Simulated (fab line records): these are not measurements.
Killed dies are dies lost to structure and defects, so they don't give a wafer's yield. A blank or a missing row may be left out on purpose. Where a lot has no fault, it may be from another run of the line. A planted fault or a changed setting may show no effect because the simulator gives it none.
Code-filled problem report in 8D (eight disciplines) form || flow sky130 || the parts of the form that need people (team, actions taken, sign-off) are left out

== 1. PROBLEM STATEMENT ==
Mean of overpolish_run_s at SKY_LI_CONTACT_CMP_24: 27.145 s across 2 wafers in 2 lots; on wafers with no fault it is 20.000 s (standard deviation 0.0094). So: +99 or more standard deviations from the usual mean.
The step: polishes, stops on PSG, t overpolish 20 s, target thk 0 nm.
Seen first at day 30 04:16 on cmp-01, wafer L475.4. Wafers with a number at this step in the record: 42, from 14 lots. The rule behind "out" and "out of limits": a value lying over 4 standard deviations away from the usual mean. All remaining wafers that have a number are taken as sound.

== 2. WHAT IT IS; WHAT IT IS NOT ==
{"question": "which readings at this step", "is": "overpolish_run_s", "is not": "motor_current_A, time_to_endpoint_s"}
{"question": "which lots", "is": "L475, L476", "is not": "L471, L472, L484, L486, L487, L488, L489, L490, L491, L492, L493, L494"}
{"question": "which wafers of those lots", "is": "L475.4, L476.6", "is not": "L475.2, L475.6, L476.1, L476.5"}
{"question": "read on which tools", "is": "cmp-01", "is not": "cmp-02"}
{"question": "when", "is": "from day 30 04:16", "is not": "up to then (8 sound wafers); but 32 sound wafers of L476, L484, L486, L487, L488, L489, L490, L491, L492, L493, L494 came after"}

== 3. WHAT RULES OUT EACH SUSPECT ==
Counting: any tool at a process step up to the reading remains a suspect provided it ran every lot that is out. Sound lots after the first of them don't rule it out here, since some wafers of a struck lot are sound.
- cmp-01 at SKY_LI_CONTACT_CMP_24 (polishes, stops on PSG, t overpolish 20 s, target thk 0 nm): kept. Every lot that is out went through it, the first being L475 (day 30 04:16); the last sound lot it ran before that was L472 (day 28 22:47). On those wafers its own readings are out: overpolish_run_s.
- At SKY_LI_CONTACT_CMP_24, inside cmp-01: chamber 1 took the wafers that are out, while their sound lot-mates went through chambers 0, 2, 3.
The count leaves cmp-01 at SKY_LI_CONTACT_CMP_24.

== 4. THE CAUSE (what the simulator had put in) ==
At SKY_LI_CONTACT_CMP_24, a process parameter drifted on cmp-01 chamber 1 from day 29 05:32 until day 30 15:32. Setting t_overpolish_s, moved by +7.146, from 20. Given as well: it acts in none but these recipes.
This tool alone remained once counting was done.

== 5. THE CHAIN OF EFFECTS, in route order ==
Rows list readings where the struck wafers' mean (over those with a number) sits beyond 3 standard deviations from the usual. Only readings whose record carries a usual standard deviation are examined. hours: median over the lots of the time between each lot's start at the first step of this table that gives one and its start at this step. sigmas: the change, counted in usual standard deviations.
{"hours": 0, "step": "SKY_LI_CONTACT_CMP_24", "reading": "overpolish_run_s", "usual": "20.000 s", "on struck wafers": 27.145, "change": "+7.145", "sigmas": "+99 or more"}
It contains these process steps:
- SKY_LI_CONTACT_CMP_24: polishes, stops on PSG, t overpolish 20 s, target thk 0 nm.

== 6. HOW IT WOULD HAVE BEEN CAUGHT EARLIER ==
First out-of-limits reading in this record: day 30 04:16, which is 23 hours after fault onset at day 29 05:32.
